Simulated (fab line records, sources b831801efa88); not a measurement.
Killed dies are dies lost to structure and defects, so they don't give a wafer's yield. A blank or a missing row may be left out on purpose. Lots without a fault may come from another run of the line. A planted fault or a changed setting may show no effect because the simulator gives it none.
A struck lot beside a sound one | flow sfq_line | 41 steps out of a route of 325
Sound: wafers L678.1, L678.2, L678.6. Struck: wafers L696.1, L696.4, L696.6. The cause comes at the end.
At each step with rows: each side's tool, then ch and its chambers, then its first start. Under that, the readings that differ: sound wafers | struck wafers | difference of the means | sigmas: that difference in standard deviations of wafers without a fault.
alike: readings whose means differ by less than 2 such deviations, and words and numbers that are the same on both sides. not compared: withheld readings, readings that some wafer has no value for, bounds like >300 that may hide the same value, and numbers for which the record gives no deviation and whose values overlap.
The two part at a step that has a row with sigmas, a row that says differs or no value, or rows on one side only. Numbers that don't overlap but have no deviation are shown without sigmas and don't part them. A reading that every wafer of one side lacks parts them only if that side has two wafers or more.

first, 6 steps without rows for these wafers: SFQ_TRILAYER_M7_LITHO_COAT_182 (resist thk 62 nm); SFQ_TRILAYER_M7_LITHO_COAT_177 (resist thk 600 nm); SFQ_TRILAYER_M7_LITHO_SOFTBAKE_181; SFQ_TRILAYER_M7_LITHO_EXPOSE_178 (exposes mask M7, target cd 500 nm); SFQ_TRILAYER_M7_LITHO_PEB_180 (peb time 60 s); SFQ_TRILAYER_M7_LITHO_DEVELOP_179 (time 60 s).
SFQ_M7_OVL_MEAS_945:
  sound on overlay-02, day 69 16:04; struck on overlay-02, day 77 19:54
  alike: M7_OVL
then, 1 step without rows for these wafers: SFQ_TRILAYER_M7_BARC_OPEN_METAL_ETCH_229 (etches BARC in O2, target depth 125 nm, time 41.7 s).
SFQ_TRILAYER_M7_ETCH_METAL_ETCH_180: etches Nb in Cl2/Ar, stops on SiO2, target depth 240 nm, time 120 s.
  sound on rie_metal-04 ch 0,1, day 69 16:10; struck on rie_metal-04 ch 0,1, day 77 20:00
  alike: drypump_motor_current_A, oes_product_au
  not compared: rf_hours_counter_h
SFQ_TRILAYER_M7_STRIP_STRIP_181: strips in O2.
  sound on rie_metal-04 ch 0,1, day 69 16:17; struck on rie_metal-04 ch 0,1, day 77 20:07
  alike: drypump_motor_current_A, oes_product_au
  not compared: rf_hours_counter_h
then, 1 step without rows for these wafers: SFQ_TRILAYER_M7_STRIP_SOLV_CLEAN_182 (cleans in NMP, time 600 s).
SFQ_TRILAYER_I7_DEP_PECVD_183: deposits SiO2 from SiH4/N2O, time 111.11 s, target thk 500 nm.
  sound on pecvd-02 ch 0,2, day 69 17:04; struck on pecvd-03 ch 0,1, day 77 20:54
  alike: heater_power_w, throttle_valve_pct
SFQ_TRILAYER_I7_CMP_CMP_184: polishes SiO2.
  sound on cmp-01 ch 1,3, day 69 17:08; struck on cmp-02 ch 0,2, day 78 00:54
  no value came back on the struck wafers for edge_zone_pressure_frac, head_pressure_psi (psi), motor_current_A (A), time_to_endpoint_s (s); on the sound wafers edge_zone_pressure_frac reads 0.989 1.005 0.994
  reading                                             | sound             | struck            | difference | sigmas
  model.SiO2_of_TRILAYER_I7_DEP_PECVD_183.thk_nm (nm) | 198.1 198.9 197.6 | 498.2 498.7 498.5 | +300.3     |
SFQ_I7_BOW_MEAS_946:
  sound on film_metro-04, day 69 20:08; struck on film_metro-01, day 78 03:54
  alike: I7_BOW
SFQ_TRILAYER_I7_METRO_MEASURE_185:
  sound on film_metro-04, day 69 20:16; struck on film_metro-01, day 78 04:01
  reading     | sound             | struck            | difference | sigmas
  thk_nm (nm) | 198.2 198.9 197.6 | 498.5 498.6 498.3 | +300.2     | +99 or more
then, 6 steps without rows for these wafers: SFQ_TRILAYER_I7_VIA_LITHO_COAT_192 (resist thk 62 nm); SFQ_TRILAYER_I7_VIA_LITHO_COAT_187 (resist thk 650 nm); SFQ_TRILAYER_I7_VIA_LITHO_SOFTBAKE_191; SFQ_TRILAYER_I7_VIA_LITHO_EXPOSE_188 (exposes mask I7, target cd 1000 nm); SFQ_TRILAYER_I7_VIA_LITHO_PEB_190 (peb time 60 s); SFQ_TRILAYER_I7_VIA_LITHO_DEVELOP_189 (time 60 s).
SFQ_I7_OVL_MEAS_947:
  sound on overlay-02, day 73 16:32; struck on overlay-01, day 78 07:28
  alike: I7_OVL
SFQ_TRILAYER_I7_VIA_BARC_OPEN_VIA_ETCH_260: etches BARC in O2, target depth 125 nm, time 41.7 s.
  sound on rie_diel-04 ch 2,3, day 73 16:34; struck on rie_diel-01 ch 0,1,2, day 78 07:31
  alike: drypump_motor_current_A, oes_product_au
  not compared: rf_hours_counter_h
SFQ_TRILAYER_I7_VIA_ETCH_VIA_ETCH_190: etches SiO2 in CHF3, stops on Nb, target depth 260 nm.
  sound on rie_diel-04 ch 2,3, day 73 16:37; struck on rie_diel-01 ch 0,1,2, day 78 07:33
  reading                        | sound             | struck            | difference | sigmas
  oes_product_au (a.u.)          | 0.848 0.855 0.848 | 1.625 1.574 1.629 | +0.759     | +99 or more
  model.I7.feature_depth_nm (nm) | 198.1 198.9 197.6 | 261.1 249.9 260.7 | +59.0      |
  model.etch.depth_nm (nm)       | 198.1 198.9 197.6 | 261.1 249.9 260.7 | +59.0      |
  alike: drypump_motor_current_A
SFQ_TRILAYER_I7_VIA_STRIP_STRIP_191: strips in O2.
  sound on rie_metal-02 ch 0,1, day 73 16:44; struck on rie_metal-01 ch 0,1, day 78 07:40
  reading                     | sound          | struck         | difference | sigmas
  drypump_motor_current_A (A) | 6.19 6.37 6.38 | 5.70 5.71 5.85 | -0.56      | -2
  alike: oes_product_au
  not compared: rf_hours_counter_h
then, 8 steps without rows for these wafers: SFQ_TRILAYER_I7_VIA_STRIP_SOLV_CLEAN_192 (cleans in NMP, time 600 s); SFQ_TRILAYER_M8_LITHO_LOR_COAT_197; SFQ_TRILAYER_M8_LITHO_LOR_BAKE_198; SFQ_TRILAYER_M8_LITHO_COAT_193 (resist thk 600 nm); SFQ_TRILAYER_M8_LITHO_SOFTBAKE_199; SFQ_TRILAYER_M8_LITHO_EXPOSE_194 (exposes mask M8, target cd 2000 nm); SFQ_TRILAYER_M8_LITHO_PEB_196 (peb time 60 s); SFQ_TRILAYER_M8_LITHO_DEVELOP_195 (img clear 15 s, time 55 s).
-- the record jumps here: 3 days lie between the struck wafers' starts before and after --
SFQ_M8_OVL_MEAS_948:
  sound on overlay-02, day 73 20:17; struck on overlay-02, day 81 15:22
  alike: M8_OVL
then, 3 steps without rows for these wafers: SFQ_TRILAYER_M8_DEP_EVAP_197 (material Ti, target thk 20 nm, time 100 s); SFQ_TRILAYER_M8_DEP_EVAP_198 (material Pt, target thk 50 nm, time 250 s); SFQ_TRILAYER_M8_DEP_EVAP_196 (material Au, target thk 180 nm, time 900 s).
SFQ_M8_RS_MEAS_949: measures by four-point-probe.
  sound on film_metro-04, day 73 21:04; struck on film_metro-03, day 81 16:08
  alike: M8_AU_RS
SFQ_M8_THK_MEAS_950: measures by xrf.
  sound on film_metro-04, day 73 21:11; struck on film_metro-03, day 81 16:16
  alike: M8_AU_THK
then, 1 step without rows for these wafers: SFQ_TRILAYER_M8_LIFTOFF_LIFTOFF_197 (chemistry NMP, time 600 s).
SFQ_M8_BOW_MEAS_951:
  sound on film_metro-02, day 73 21:26; struck on film_metro-04, day 81 16:30
  reading                 | sound             | struck            | difference | sigmas
  model.etest.i7.link_ohm | 1.048 1.049 1.047 | 1e+06 1e+06 1e+06 | +1e+06     |
  alike: M8_BOW

WHERE THEY PART
First at SFQ_TRILAYER_I7_CMP_CMP_184; last, within this record, at SFQ_TRILAYER_I7_VIA_STRIP_STRIP_191. Later steps at which nothing parts them and some readings are alike: SFQ_M8_OVL_MEAS_948, SFQ_M8_RS_MEAS_949, SFQ_M8_THK_MEAS_950, SFQ_M8_BOW_MEAS_951.

WHY: what the simulator had put in
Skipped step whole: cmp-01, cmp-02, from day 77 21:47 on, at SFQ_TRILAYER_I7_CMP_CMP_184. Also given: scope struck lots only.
